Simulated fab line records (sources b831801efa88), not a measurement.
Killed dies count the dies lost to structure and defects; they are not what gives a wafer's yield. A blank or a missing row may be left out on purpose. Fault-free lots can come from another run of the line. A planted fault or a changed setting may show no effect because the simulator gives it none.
Which tool was responsible? ; flow gf180mcu ; 14 lots with 42 wafers sampled at 5 steps, on a route of 602 steps

## WHAT THE GAUGES READ, wafer by wafer
GF_POLY_GATE_OVL_MEAS_11. Usual: POLY_GATE_OVL typically reads 0 nm, with standard deviation 6.9.
lot;measured;on;POLY_GATE_OVL (nm);flag
L952;day 9 10:50;overlay-01;1 5 1;
L953;day 9 12:04;overlay-02;3 -3 -3;
L954;day 10 01:45;overlay-01;-5 -8 -4;
L955;day 10 07:55;overlay-01;3 0 2;
L961;day 12 01:13;overlay-01;-3 -2 0;
L962;day 12 14:05;overlay-01;1 -2 -3;
L963;day 12 15:03;overlay-01;8 6 4;
L964;day 13 06:58;overlay-01;2 0 2;
L965;day 13 13:55;overlay-01;-10 -14 -8;
L969;day 14 19:33;overlay-02;6 12 2;
L970;day 15 03:02;overlay-02;-7 -11 -10;
L972;day 15 18:35;overlay-02;3 9 2;
L973;day 15 22:23;overlay-02;2 0 1;
L974;day 16 07:11;overlay-01;7 1 -1;

GF_HV_LDD_OVL_MEAS_47. Usual: HV_LDD_03_OVL typically reads 0.8 nm, with standard deviation 1.3.
lot;measured;on;HV_LDD_03_OVL (nm);flag
L952;day 12 14:26;overlay-01;0.5 1.6 -0.7;
L953;day 12 16:37;overlay-01;1.7 2.1 1.5;
L954;day 13 07:35;overlay-02;1.0 0.9 0.5;
L955;day 13 14:28;overlay-01;0.1 0.2 1.4;
L961;day 15 14:10;overlay-01;1.0 0.8 0.8;
L962;day 16 03:37;overlay-01;0.1 -0.4 0.5;
L963;day 16 05:46;overlay-02;0.7 1.2 2.2;
L964;day 17 00:07;overlay-02;0.0 -1.7 -0.9;
L965;day 17 07:31;overlay-01;1.2 2.0 2.6;
L969;day 18 17:13;overlay-02;0.7 2.9 2.0;
L970;day 19 01:49;overlay-01;4.4 2.8 2.9;
L972;day 19 19:47;overlay-02;2.2 0.7 3.1;
L973;day 19 23:04;overlay-02;1.1 0.5 0.7;
L974;day 20 07:34;overlay-02;0.9 -0.2 -1.9;

GF_HV_LDD_RS_MEAS_53: a four-point-probe measurement. Usual: HV_LDD_RS typically reads 418.4 ohm/sq, with standard deviation 0.91.
lot;measured;on;HV_LDD_RS (ohm/sq);flag
L952;day 12 14:54;filmMetro-01;419.5 419.6 419.6;
L953;day 12 17:05;filmMetro-01;417.4 418.0 418.3;
L954;day 13 08:07;filmMetro-03;418.4 419.7 418.4;
L955;day 13 14:57;filmMetro-02;419.2 418.9 419.4;
L961;day 15 14:47;filmMetro-01;416.9 418.3 418.3;
L962;day 16 04:15;filmMetro-01;- - -;OFF
L963;day 16 06:15;filmMetro-02;- - -;OFF
L964;day 17 00:45;filmMetro-03;- - -;OFF
L965;day 17 07:59;filmMetro-02;418.8 418.3 418.2;
L969;day 18 17:43;filmMetro-01;417.5 418.2 419.2;
L970;day 19 02:18;filmMetro-02;417.6 418.6 418.3;
L972;day 19 20:15;filmMetro-03;418.6 417.3 419.0;
L973;day 19 23:32;filmMetro-03;419.4 417.0 418.1;
L974;day 20 08:02;filmMetro-01;418.0 418.1 418.7;

GF_HV_LDD_THK_MEAS_57. Usual: HV_LDD_CVD_56_THK typically reads 89.7 nm, with standard deviation 0.76.
lot;measured;on;HV_LDD_CVD_56_THK (nm);flag
L952;day 12 17:31;filmMetro-03;89.0 88.8 89.5;
L953;day 12 19:43;filmMetro-02;88.6 88.8 88.8;
L954;day 13 11:05;filmMetro-01;89.9 90.3 90.4;
L955;day 13 17:34;filmMetro-01;88.7 90.1 89.7;
L961;day 15 17:25;filmMetro-03;89.8 89.5 90.6;
L962;day 16 06:52;filmMetro-03;89.9 89.3 89.2;
L963;day 16 10:08;filmMetro-01;90.6 90.3 90.2;
L964;day 17 03:22;filmMetro-03;88.9 88.1 88.8;
L965;day 17 10:37;filmMetro-03;89.7 89.8 89.7;
L969;day 18 20:19;filmMetro-01;90.3 89.3 89.2;
L970;day 19 05:26;filmMetro-01;89.2 89.6 90.1;
L972;day 19 22:53;filmMetro-01;89.1 89.3 88.9;
L973;day 20 02:10;filmMetro-02;88.7 89.5 89.1;
L974;day 20 10:40;filmMetro-03;91.4 91.7 91.4;

## TOOL THAT RAN EACH LOT (tool first, then ch and the chambers of the sampled wafers, then the start)
lot;GF_HV_LDD_IMPLANT_34
L952;implanter-01 ch 0, day 11 18:46
L953;implanter-01 ch 0, day 11 20:55
L954;implanter-04 ch 0, day 12 11:03
L955;implanter-01 ch 0, day 12 18:47
L961;implanter-01 ch 0, day 14 16:20
L962;implanter-04 ch 0, day 15 05:20
L963;implanter-04 ch 0, day 15 07:14
L964;implanter-04 ch 0, day 16 01:04
L965;implanter-02 ch 0, day 16 08:39
L969;implanter-02 ch 0, day 17 16:45
L970;implanter-02 ch 0, day 18 01:44
L972;implanter-02 ch 0, day 18 18:57
L973;implanter-04 ch 0, day 18 22:21
L974;implanter-02 ch 0, day 19 07:03
- GF_HV_LDD_IMPLANT_34

## WHAT THE TOOLS THEMSELVES READ (means of the sampled wafers that have a number; where no wafer has one, the mark that the record gives instead)
GF_HV_LDD_IMPLANT_34. Usual: tiltDeg 30.003 degrees, standard deviation 0.021.
lot;tool;tiltDeg (degrees);flag
L952;implanter-01;29.988;
L953;implanter-01;30.013;
L954;implanter-04;30.011;
L955;implanter-01;30.020;
L961;implanter-01;30.018;
L962;implanter-04;34.370;OFF
L963;implanter-04;34.360;OFF
L964;implanter-04;34.336;OFF
L965;implanter-02;29.996;
L969;implanter-02;29.972;
L970;implanter-02;30.010;
L972;implanter-02;29.999;
L973;implanter-04;30.014;
L974;implanter-02;30.005;

## THE ANSWER, worked out from the rows above alone
Rule: a lot counts as off when the mean over its wafers that have a number is more than 3 standard deviations away from the usual mean. A lot without any number at a reading at which 4 lots or more have one is off too. All remaining lots with rows at the step are treated as sound. The gauges are gone through in route order, then the tools' own readings, and for those a lot's mean is taken as printed above. The first step at which some lot is off is used, and at that step the reading that is off furthest; a lot without a number counts as furthest.
Off: L962, L963, L964, at GF_HV_LDD_RS_MEAS_53 (HV_LDD_RS). Without a number there: L962, L963, L964.
If a tool, at a process step before that reading, ran all the lots that are off and no sound lot after the first of them, it fits. The gauges at GF_HV_LDD_RS_MEAS_53 aren't tried: what is off there is off at GF_HV_LDD_IMPLANT_34 too, on other tools, and a gauge's error can't cause that. None of those tried fits.

## WHAT THE SIMULATOR HAD INSERTED
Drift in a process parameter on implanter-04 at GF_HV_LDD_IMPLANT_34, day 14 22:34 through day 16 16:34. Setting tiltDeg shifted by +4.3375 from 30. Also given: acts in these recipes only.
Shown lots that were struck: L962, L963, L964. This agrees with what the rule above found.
